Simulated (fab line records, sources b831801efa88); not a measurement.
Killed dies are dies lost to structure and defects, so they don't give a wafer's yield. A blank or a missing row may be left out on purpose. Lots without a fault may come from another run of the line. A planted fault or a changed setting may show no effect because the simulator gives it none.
Which tool did it? | flow sky130 | 14 lots, 42 wafers sampled, at 2 steps of a route of 708

WHAT THE GAUGES READ, wafer by wafer
SKY_SONOS_ONO_THK_MEAS_03.
lot  | measured     | on            | SONOS_ONO_CVD_02_THK (nm)
L835 | day 11 15:14 | film_metro-02 | 10.58 10.67 10.61
L834 | day 11 15:14 | film_metro-01 | 10.58 10.61 10.68
L837 | day 12 08:33 | film_metro-01 | 10.72 10.74 10.76
L838 | day 12 12:36 | film_metro-03 | 10.81 10.68 10.74
L839 | day 13 03:08 | film_metro-03 | 10.28 10.41 10.50
L841 | day 13 23:12 | film_metro-01 | 10.69 10.71 10.60
L843 | day 14 16:40 | film_metro-03 | 10.69 10.77 10.77
L851 | day 17 06:13 | film_metro-01 | 10.50 10.59 10.43
L852 | day 17 17:07 | film_metro-01 | 10.42 10.53 10.59
L853 | day 18 02:49 | film_metro-03 | 10.59 10.47 10.59
L854 | day 18 08:01 | film_metro-03 | 10.68 10.72 10.66
L855 | day 18 09:08 | film_metro-01 | 10.35 10.34 10.33
L856 | day 18 18:31 | film_metro-01 | 10.58 10.71 10.68
L857 | day 19 23:01 | film_metro-02 | 10.59 10.65 10.73

WHICH TOOL RAN EACH LOT (tool, then ch and the chambers of the sampled wafers, then the start)
lot  | SKY_VT_ADJUST_LVTN_EXPOSE_15
L835 | iline_stepper-02 ch 0, day 7 10:31
L834 | iline_stepper-02 ch 0, day 7 10:38
L837 | iline_stepper-02 ch 0, day 8 01:04
L838 | iline_stepper-02 ch 0, day 8 04:10
L839 | iline_stepper-01 ch 0, day 8 13:25
L841 | iline_stepper-01 ch 0, day 9 08:03
L843 | iline_stepper-02 ch 0, day 9 20:04
L851 | iline_stepper-02, day 12 02:52
L852 | iline_stepper-01, day 12 10:29
L853 | iline_stepper-02 ch 0, day 12 19:46
L854 | iline_stepper-01 ch 0, day 13 00:55
L855 | iline_stepper-01 ch 0, day 13 01:22
L856 | iline_stepper-01 ch 0, day 13 10:03
L857 | iline_stepper-01 ch 0, day 14 08:01
- SKY_VT_ADJUST_LVTN_EXPOSE_15: exposes mask HVN STD DERIVED, target cd 600 nm.

WHAT THE TOOLS THEMSELVES READ (means of the sampled wafers that have a number; where no wafer has one, the mark that the record gives instead)
SKY_VT_ADJUST_LVTN_EXPOSE_15.
lot  | tool             | exposure_dose_mJ_cm2 | focus_offset_nm (nm)
L835 | iline_stepper-02 | 163.08               | -0.4
L834 | iline_stepper-02 | 162.99               | -0.1
L837 | iline_stepper-02 | 162.90               | 0.1
L838 | iline_stepper-02 | 163.00               | -0.4
L839 | iline_stepper-01 | 162.88               | 0.3
L841 | iline_stepper-01 | 163.03               | -0.2
L843 | iline_stepper-02 | 163.01               | -0.6
L851 | iline_stepper-02 | -                    | -
L852 | iline_stepper-01 | -                    | -
L853 | iline_stepper-02 | 163.23               | 0.1
L854 | iline_stepper-01 | 163.13               | -0.6
L855 | iline_stepper-01 | 162.95               | 0.2
L856 | iline_stepper-01 | 163.13               | 0.2
L857 | iline_stepper-01 | 163.13               | 0.4

THE ANSWER, worked out from the rows above alone
Rule: what is usual is taken from the lots themselves. Put in order of their means at a reading, lots are off if they are a third of the lots or fewer, leave a main group of 4 or more, and stand apart from it by a gap of 3 or more times the standard deviation of the main group's means; of several such gaps the widest counts. A main group whose means are all the same, to the digits that the tables above print for the reading, isn't used. A lot without any number at a reading at which 4 lots or more have one is off too. The other lots that the step has rows for count as sound. The gauges are gone through in route order, then the tools' own readings, and for those a lot's mean is taken as printed above. The first step at which some lot is off is used, and at that step the reading that is off furthest; a lot without a number counts as furthest.
Off: L851, L852, at SKY_VT_ADJUST_LVTN_EXPOSE_15 (exposure_dose_mJ_cm2). Without a number there: L851, L852. The main group: mean 163.04, standard deviation 0.1.
A tool fits if, at that step or a process step before it, it ran every lot that is off, and no sound lot after the first of them. None of those tried fits.

WHAT THE SIMULATOR HAD PUT IN
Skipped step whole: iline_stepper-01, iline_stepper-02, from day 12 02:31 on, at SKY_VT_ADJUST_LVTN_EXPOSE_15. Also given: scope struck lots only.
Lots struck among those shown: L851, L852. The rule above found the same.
